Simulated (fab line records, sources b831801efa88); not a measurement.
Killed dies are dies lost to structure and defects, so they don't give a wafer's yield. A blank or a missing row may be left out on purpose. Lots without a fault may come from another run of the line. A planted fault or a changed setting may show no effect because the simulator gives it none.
A struck lot beside a sound one | flow sky130 | 15 steps out of a route of 708
Sound: wafers L572.1, L572.2, L572.5. Struck: wafers L570.2, L570.5, L570.6. The cause comes at the end.
At each step with rows: each side's tool, then ch and its chambers, then its first start. Under that, the readings that differ: sound wafers | struck wafers | difference of the means | sigmas: that difference in standard deviations of wafers without a fault.
alike: readings whose means differ by less than 2 such deviations, and words and numbers that are the same on both sides. not compared: withheld readings, readings that some wafer has no value for, bounds like >300 that may hide the same value, and numbers for which the record gives no deviation and whose values overlap.
The two part at a step that has a row with sigmas, a row that says differs or no value, or rows on one side only. Numbers that don't overlap but have no deviation are shown without sigmas and don't part them. A reading that every wafer of one side lacks parts them only if that side has two wafers or more.

first, 1 step without rows for these wafers: SKY_SONOS_ONO_OXIDATION_00 (stabilise 600 s, purge 300 s, target thk 2.6 nm).
SKY_SONOS_ONO_THK_MEAS_01:
  sound on film_metro-03, day 16 03:48; struck on film_metro-02, day 15 19:10
  alike: SONOS_ONO_OXIDATION_THK
then, 1 step without rows for these wafers: SKY_SONOS_ONO_CVD_02 (deposits Si3N4 from DCS/NH3, target thk 10.5 nm, time 180 s).
SKY_SONOS_ONO_THK_MEAS_03:
  sound on film_metro-03, day 17 00:19; struck on film_metro-02, day 17 00:19
  alike: SONOS_ONO_CVD_02_THK
then, 1 step without rows for these wafers: SKY_SONOS_ONO_CVD_04 (deposits SiO2 from SiH4/N2O, target thk 5.7199 nm).
SKY_SONOS_ONO_THK_MEAS_05:
  sound on film_metro-02, day 17 01:38; struck on film_metro-03, day 17 01:38
  alike: SONOS_ONO_CVD_04_THK
then, 6 steps without rows for these wafers: SKY_SONOS_ONO_DEHYDRATE_06 (time 60 s); SKY_SONOS_ONO_HMDS_07 (prime time 60 s); SKY_SONOS_ONO_COAT_08 (resist thk 1140 nm); SKY_SONOS_ONO_SOFTBAKE_09 (time 60 s); SKY_SONOS_ONO_EXPOSE_10 (exposes mask ONOM, target cd 410 nm); SKY_SONOS_ONO_PEB_11.
SKY_SONOS_ONO_DEVELOP_12: develop time 60 s.
  sound on litho_track-02 ch 0, day 18 06:44; struck on litho_track-04 ch 0, day 18 06:31
  reading              | sound             | struck            | difference | sigmas
  developer_temp_C (C) | 22.96 23.03 23.10 | 23.96 24.01 23.90 | +0.93      | +8
  alike: chill_plate_temp_C
SKY_SONOS_ONO_CD_MEAS_13: target cd 410 nm.
  sound on cd_sem-01, day 18 06:53; struck on cd_sem-01, day 18 06:40
  alike: cd_nm
-- the record jumps here: 31 days lie between the struck wafers' starts before and after (it left off in module SONOS_ONO and takes up again in module PAD_OPEN, whose first step shown is number 708 of the route) --
SKY_PAD_OPEN_PROBE_99:
  sound on prober-02, day 49 19:12; struck on prober-01, day 49 18:25
  reading             | sound  | struck   | difference | sigmas
  killed_at_front_end | 8 11 3 | 17 21 22 | +13        | +3
  alike: killed_at_M0_to_M3, killed_at_M4_up, killed_at_contacts, killed_at_other, killed_dies, killed_on_rim, killed_open, killed_short

WHERE THEY PART
First at SKY_SONOS_ONO_DEVELOP_12; last, within this record, at SKY_PAD_OPEN_PROBE_99.

WHY: what the simulator had put in
Process parameter drift: litho_track-04, from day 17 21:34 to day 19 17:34, at SKY_SONOS_ONO_DEVELOP_12. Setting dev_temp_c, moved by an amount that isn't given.
